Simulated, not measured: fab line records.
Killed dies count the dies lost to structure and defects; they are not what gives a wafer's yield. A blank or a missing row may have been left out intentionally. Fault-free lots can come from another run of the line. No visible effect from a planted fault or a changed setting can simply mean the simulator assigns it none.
fab line records | flow sky130
record lots=6 wafers=18 lastDay=49
route steps=708 shown LI_CONTACT@364 PAD_OPEN@708
lots that met no fault: from a run of the same line without faults
startH: hours from the record's first day to the start of the lot's first wafer shown | waitH: hours from the lot's prior step to this one | " unchanged from the row above | L1.1+2: a single row standing in for several wafers | - no value present, or no start provided | * or withheld: withheld | < > ~ a bound
route shown NAME@n: a module of which the file shows steps, and the number in the route of the first | usual: mean/standard deviation taken from wafers without a fault | same: alike in all rows | chamber/n: place in a boat | sites: the reading at each site | _std_site: how widely they spread, as a standard deviation | _edge_site: the outer-site mean with the inner-site mean subtracted | radiusMm: how far each site lies from the wafer's centre | mask NAME#n: copy n | behind: the tool/chamber that last shaped the wafer | hold: cause of the lot's hold/its duration in hours/its outcome | device: the transistor (n, p or np) that didn't switch | end of line: tests of these same wafers at the route's end | a step with no rows: only its recipe | killed: not the wafer's yield, but the dies lost to structure and defects at the first sort | map: dies across one wafer; x = killed, . = not, _ = none there
set.NAME: setting as actually run; set.NAME@STEP: the setting as run at that earlier step | model.NAME: the simulator's own value behind a step, which no gauge read
lots seen at some steps along the route; tables by step, rows by wafer
services: a tool's chamber out of use, with start hour (startH, from the record's first day; less than 0 if before it), hours out, and reason
## steps
# step SKY_LI_CONTACT_CMP_02
# recipe material=PSG downForcePsi=4 platenRpm=60 padVelocityMS=0.94248
# usual motorCurrentA=12.0/0.88 timeToEndpointS=32.3/2.3
# columns lot.wafer tool chamber startH waitH motorCurrentA timeToEndpointS
L118.2 cmp-01 0 703.57 0.1 12.7 30.0
L118.1 " 1 " " 10.9 29.4
L118.5 " 0 " " 13.3 29.6
L120.3 cmp-02 2 724.25 0.3 11.7 30.5
L120.4 " 3 " " 12.3 34.3
L120.1 " 0 " " 11.4 33.8
L122.4 cmp-01 0 738.27 0.0 12.5 29.3
L122.3 " 2 " " 11.3 26.1
L122.2 " 3 " " 12.0 33.1
L123.3 cmp-01 3 747.77 0.0 12.0 32.0
L123.4 " 2 " " 11.3 31.1
L123.5 " 0 " " 12.6 30.9
L126.3 cmp-02 3 769.94 0.1 12.1 33.0
L126.2 " 0 " " 12.5 33.8
L126.6 " 1 " " 14.3 31.5
L132.1 cmp-01 0 812.79 0.1 12.0 27.2
L132.4 " 2 " " 10.7 30.3
L132.2 " 3 " " 11.2 30.8
# step SKY_LI_CONTACT_BOW_MEAS_03
# recipe mode=bow
# usual LI_CONTACT_BOW=56/7
# columns lot.wafer tool chamber startH waitH LI_CONTACT_BOW[um]
L118.1 filmMetro-02 - 703.87 0.2 64
L118.2 " - " " 53
L118.5 " - " " 52
L120.1 filmMetro-03 - 724.50 0.1 58
L120.3 " - " " 59
L120.4 " - " " 61
L122.2 filmMetro-01 - 738.59 0.1 50
L122.3 " - " " 66
L122.4 " - " " 54
L123.3 filmMetro-03 - 748.11 0.3 49
L123.4 " - " " 43
L123.5 " - " " 60
L126.2 filmMetro-02 - 770.16 0.1 43
L126.3 " - " " 54
L126.6 " - " " 62
L132.1 filmMetro-03 - 813.09 0.2 52
L132.2 " - " " 58
L132.4 " - " " 42
# step SKY_LI_CONTACT_DEHYDRATE_04
# recipe tempC=200 timeS=60
# step SKY_LI_CONTACT_HMDS_05
# recipe primeTimeS=60 primeTempC=120
# step SKY_LI_CONTACT_COAT_06
# recipe resist=BARC tempC=withheld timeS=withheld spinRpm=3000 resistThkNm=60
# step SKY_LI_CONTACT_COAT_07
# recipe resist=KrF-thick spinRpm=3000 resistThkNm=450
# step SKY_LI_CONTACT_SOFTBAKE_08
# recipe tempC=100 timeS=90 resist=KrF-thick
# step SKY_LI_CONTACT_EXPOSE_09
# recipe maskId=LICM1 na=0.8 sourceShape=annular sigmaInner=0.55 sigmaOuter=0.85 targetCdNm=170 doseMj=38
# step SKY_LI_CONTACT_PEB_10
# recipe pebTempC=withheld pebTimeS=withheld resist=KrF-thick
# step SKY_LI_CONTACT_DEVELOP_11
# recipe developTimeS=60 resist=KrF-thick devTempC=21
# step SKY_LI_CONTACT_CD_MEAS_12
# recipe targetCdNm=170
# usual cdNm=169.8/1.8
# columns lot.wafer tool chamber startH waitH cdNm
L118.1 cdSem-01 - 732.21 - 169.1
L118.2 " - " " 169.8
L118.5 " - " " 168.8
L120.1 cdSem-02 - 751.61 - 170.3
L120.3 " - " " 169.3
L120.4 " - " " 169.8
L122.2 cdSem-02 - 766.77 - 167.8
L122.3 " - " " 168.1
L122.4 " - " " 167.2
L123.3 cdSem-02 - 776.04 - 170.0
L123.4 " - " " 170.2
L123.5 " - " " 170.9
L126.2 cdSem-01 - 796.51 - 170.2
L126.3 " - " " 170.7
L126.6 " - " " 171.6
L132.1 cdSem-02 - 839.15 - 167.4
L132.2 " - " " 168.8
L132.4 " - " " 168.8
# step SKY_LI_CONTACT_OVL_MEAS_13
# usual LI_CONTACT_OVL=3/5.7
# columns lot.wafer tool chamber startH waitH LI_CONTACT_OVL[nm]
L118.1 overlay-01 - 732.33 0.1 -1
L118.2 " - " " 9
L118.5 " - " " 0
L120.1 overlay-01 - 751.73 0.1 1
L120.3 " - " " -2
L120.4 " - " " 4
L122.2 overlay-02 - 766.88 0.1 5
L122.3 " - " " 3
L122.4 " - " " 6
L123.3 overlay-01 - 776.14 0.1 10
L123.4 " - " " 0
L123.5 " - " " 8
L126.2 overlay-02 - 796.61 0.1 5
L126.3 " - " " -3
L126.6 " - " " 0
L132.1 overlay-02 - 839.27 0.1 9
L132.2 " - " " 11
L132.4 " - " " 5
# step SKY_LI_CONTACT_ETCH_14
# recipe chemistry=N2/H2 target=BARC ionEnergyEv=200 sourceW=500 biasW=100 pressureMtorr=30 n2FlowSccm=100 h2FlowSccm=200 stopOn=SiO2 timeS=45.9 targetDepthA=600
# usual biasW=100.0/0.31 drypumpMotorCurrentA=5.8/0.53 n2FlowSccm=100.0/0.31 oesProductAu=0.854/0.004 runLengthS=74.2/0.33 throttleValvePct=13.224/0.0087
# columns lot.wafer tool chamber startH waitH biasW drypumpMotorCurrentA n2FlowSccm oesProductAu rfHoursCounterH runLengthS throttleValvePct model.KrF-thick_of_LI_CONTACT_COAT_07.thkNm
L118.1 rieDiel-01 2 732.36 0.0 100.2 5.5 99.5 0.848 2 73.7 13.221 391.9
L118.2 " 0 " " 100.7 6.5 99.4 0.850 8 74.0 13.232 393
L118.5 " 2 " " 100.5 5.5 100.1 0.852 - 73.6 13.229 393.2
L120.1 rieDiel-01 0 751.76 0.0 100.4 6.6 99.9 0.853 8 74.2 13.221 393.3
L120.3 " 2 " " 100.1 5.5 100.0 0.858 2 74.0 13.227 392.8
L120.4 " 3 " " 99.4 5.2 99.6 0.857 4 74.5 13.217 391.8
L122.2 rieDiel-01 2 766.91 0.0 - 5.5 99.8 0.999 3 66.8 13.239 401.3
L122.3 " 3 " " 100.0 5.2 99.7 0.850 5 74.6 13.219 394.2
L122.4 " 0 " " 100.0 6.6 100.3 0.852 9 74.8 13.227 393.3
L123.3 rieDiel-01 1 776.16 0.0 100.5 6.4 100.7 0.857 1 74.8 13.216 392
L123.4 " 0 " " 100.4 6.6 100.9 0.858 - 73.9 13.218 392.9
L123.5 " 2 " " - 5.5 100.0 1.002 - 66.3 13.232 397.2
L126.2 rieDiel-02 2 796.64 0.0 99.8 5.2 100.3 0.854 8 74.0 13.236 394.3
L126.3 " 1 " " 100.3 6.0 99.9 0.856 32 74.2 13.223 393.7
L126.6 " 3 " " 100.1 5.7 100.1 0.859 - 73.9 13.233 393.4
L132.1 rieDiel-01 3 839.31 0.0 100.2 5.1 100.0 0.855 6 74.4 13.211 392.7
L132.2 " 0 " " 100.1 6.6 100.4 0.851 10 74.3 13.225 391.7
L132.4 " 1 " " 100.4 6.4 100.0 0.853 2 74.5 13.217 392.4
# step SKY_LI_CONTACT_ETCH_15
# recipe target=PSG chemistry=C4F8/O2/Ar stopOn=Si taperDeg=4.15 maskMaterial=KrF-thick sourceW=1500 biasW=1200 pressureMtorr=40 c4f8FlowSccm=withheld O2_flow_sccm=6 Ar_flow_sccm=300 timeS=withheld targetDepthA=6000
# usual biasW=1200/3.3 oesProductAu=0.838/0.0045
# columns lot.wafer tool chamber startH waitH biasW oesProductAu model.KrF-thick_of_LI_CONTACT_COAT_07.thkNm
L118.1 rieDiel-01 2 732.41 0.0 1201 0.842 229
L118.2 " 0 " " 1207 0.837 233.4
L118.5 " 2 " " 1201 0.839 230
L120.1 rieDiel-01 0 751.81 0.0 1202 0.841 233.9
L120.3 " 2 " " 1205 0.831 230.5
L120.4 " 3 " " 1200 0.849 228.1
L122.2 rieDiel-01 2 766.95 0.0 1198 0.835 237.6
L122.3 " 3 " " 1193 0.835 231.2
L122.4 " 0 " " 1202 0.839 231.5
L123.3 rieDiel-01 1 776.20 0.0 1201 0.836 229.4
L123.4 " 0 " " 1193 0.836 230.9
L123.5 " 2 " " 1204 0.847 230.8
L126.2 rieDiel-02 2 796.68 0.0 1203 0.839 235.8
L126.3 " 1 " " 1199 0.838 234.1
L126.6 " 3 " " 1202 0.835 232.4
L132.1 rieDiel-01 3 839.35 0.0 1197 0.834 229.7
L132.2 " 0 " " 1196 0.835 229.1
L132.4 " 1 " " 1195 0.832 229.2
# step SKY_LI_CONTACT_STRIP_16
# recipe chemistry=O2/N2 powerW=1400 pressureMtorr=1500 platenTempC=withheld o2FlowSccm=3000 n2FlowSccm=300 overashFraction=0.5
# usual drypumpMotorCurrentA=5.6/0.42 n2FlowSccm=299.9/1 oesProductAu=0.375/0.0045 stripTimeToEndpointS=3.485/0.026
# columns lot.wafer tool chamber startH waitH drypumpMotorCurrentA n2FlowSccm oesProductAu rfHoursCounterH stripTimeToEndpointS
L118.1 plasmaAsher-02 1 732.49 - 5.4 299.7 0.371 62 3.463
L118.2 " 0 " " 5.6 299.7 0.370 62 3.516
L118.5 " 0 " " 5.6 298.8 0.376 - 3.472
L120.1 plasmaAsher-02 0 751.89 - 5.6 301.2 0.383 64 3.527
L120.3 " 1 " " 5.3 302.4 0.373 - 3.475
L120.4 " 0 " " 5.6 300.4 0.370 - 3.459
L122.2 plasmaAsher-02 1 767.03 - 5.3 300.8 0.382 66 3.556
L122.3 " 0 " " 5.7 300.8 0.382 - 3.482
L122.4 " 1 " " 5.3 299.2 0.375 - 3.494
L123.3 plasmaAsher-01 0 776.32 - 6.5 300.2 0.369 - 3.469
L123.4 " 1 " " 6.1 299.9 0.373 - 3.505
L123.5 " 0 " " 6.5 298.4 0.377 - 3.486
L126.2 plasmaAsher-02 1 796.77 - 5.4 301.2 0.379 69 3.557
L126.3 " 1 " " 5.3 300.4 0.369 - 3.515
L126.6 " 1 " " 5.4 301.4 0.379 - 3.492
L132.1 plasmaAsher-02 0 839.43 - 5.6 300.4 0.372 74 3.472
L132.2 " 1 " " 5.3 299.2 0.370 74 3.473
L132.4 " 1 " " 5.3 299.8 0.366 - 3.474
# step SKY_PAD_OPEN_PROBE_99
# usual killed_at_M0_to_M3=44/6.8 killed_at_M4_up=3.1/1.9 killedAtContacts=25/5.9 killedAtFrontEnd=15/4.3 killedAtOther=0.2/0.51 killedDies=87/11 killedOpen=47/7.9 killedShort=39/6.4
# same grossDies=492 killedAtBackSide=0
# columns lot.wafer tool chamber startH waitH killed_at_M0_to_M3 killed_at_M4_up killedAtContacts killedAtFrontEnd killedAtOther killedDies killedOpen killedShort
L120.1 prober-02 - 1128.35 0.1 47 2 34 15 0 98 61 37
L120.3 prober-02 - 1128.45 0.2 45 3 25 12 0 85 42 43
L120.4 prober-02 - 1128.50 0.2 25 4 27 9 0 65 39 26
L123.3 prober-01 - 1145.14 0.2 35 3 25 11 1 75 42 33
L123.4 prober-01 - 1145.19 0.2 35 4 26 11 0 76 41 35
L123.5 prober-01 - 1145.24 0.2 33 2 19 15 0 69 39 30
# killed by level:class
L120.1 CONTACT:geometricParticle:open=14 LI_CONTACT:geometricParticle:open=12 VIA1:geometricParticle:open=11 VIA2:geometricParticle:open=8 METAL1:geometricParticle:short=6 CONTACT:geometricParticle:short=5 VIA3:geometricParticle:open=5 FIELD_ISO:geometricParticle:short=4
L120.3 VIA1:geometricParticle:open=10 METAL1:geometricParticle:short=9 LI_CONTACT:geometricParticle:open=8 VIA2:geometricParticle:open=7 CONTACT:geometricParticle:short=6 METAL2:geometricParticle:short=6 FIELD_ISO:geometricParticle:short=5 LOCAL_INTERCONNECT:geometricParticle:short=4
L120.4 LI_CONTACT:geometricParticle:open=12 VIA1:geometricParticle:open=6 METAL2:geometricParticle:short=5 CONTACT:geometricParticle:open=5 LI_CONTACT:geometricParticle:short=4 VIA2:geometricParticle:open=4 METAL4:geometricParticle:short=4 FIELD_ISO:geometricParticle:open=3
L123.3 LI_CONTACT:geometricParticle:open=8 CONTACT:geometricParticle:open=8 VIA1:geometricParticle:open=7 VIA2:geometricParticle:open=5 POLY_GATE:geometricParticle:open=4 CONTACT:geometricParticle:short=4 METAL1:geometricParticle:short=4 VIA3:geometricParticle:short=4
L123.4 VIA1:geometricParticle:short=13 CONTACT:geometricParticle:open=12 VIA1:geometricParticle:open=11 LI_CONTACT:geometricParticle:open=5 LOCAL_INTERCONNECT:geometricParticle:short=5 POLY_GATE:geometricParticle:open=3 METAL4:geometricParticle:short=3 FIELD_ISO:geometricParticle:open=2
L123.5 VIA2:geometricParticle:open=9 LI_CONTACT:geometricParticle:open=7 VIA1:geometricParticle:open=6 VIA3:geometricParticle:open=6 POLY_GATE:geometricParticle:short=5 CONTACT:geometricParticle:open=4 VIA2:geometricParticle:short=4 LI_CONTACT:geometricParticle:short=3
## services
# columns tool chamber startH hours kind
cmp-01 - 684.78 0.5 repair
rieDiel-02 2 690.66 6.2 repair
cmp-02 - 706.80 4.2 repair
rieDiel-01 1 712.01 - clean
rieDiel-01 1 712.01 31.0 scheduledDown
rieDiel-01 1 712.01 31.0 ventCycle
plasmaAsher-01 - 716.31 1.6 repair
cmp-01 - 723.94 0.3 repair
cmp-02 - 744.03 4.0 pm
cmp-02 - 748.03 - consumableReplace:conditioner
cmp-02 - 748.03 - consumableReplace:pad
rieDiel-02 3 757.65 10.9 repair
rieDiel-01 3 770.78 11.6 repair
plasmaAsher-01 - 783.80 28.1 pm
rieDiel-01 1 796.84 9.5 repair
rieDiel-02 1 813.86 - clean
rieDiel-02 1 813.86 34.1 scheduledDown
rieDiel-02 1 813.86 34.1 ventCycle
rieDiel-02 0 815.64 8.6 repair
cmp-02 - 818.41 2.4 repair
cmp-02 - 820.82 7.1 pm
rieDiel-01 0 824.97 5.5 repair
## key
firstSign step=SKY_LI_CONTACT_ETCH_14 reading=oesProductAu direction=up sigmas=36 usual=0.854 struck=1.000
effect step=SKY_LI_CONTACT_ETCH_14 reading=runLengthS direction=down sigmas=23 usual=* struck=*
modelEffect step=SKY_LI_CONTACT_ETCH_14 value=KrF-thick_of_LI_CONTACT_COAT_07.thkNm without=392.4 struck=399.2
modelEffect step=SKY_LI_CONTACT_ETCH_15 value=KrF-thick_of_LI_CONTACT_COAT_07.thkNm without=227.3 struck=234.2
metAt SKY_LI_CONTACT_ETCH_14
struckWafers L122.2,L123.5
testerLeftOut L122,L123
onsetBetween 751.76 766.91
fault kind=processParameterDrift tool=rieDiel-01 chamber=2 onsetH=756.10 steps=SKY_LI_CONTACT_ETCH_14 channel=timeS offset=* shape=step endH=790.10 actsIn=* stated=*
# testerLeftOut: of these lots the tester's yield and bins aren't shown, on N5 and GAA mostly nor the transistor test; their killed dies are dies lost to structure and defects alone, not to doping, threshold or leakage, so they don't give the yield
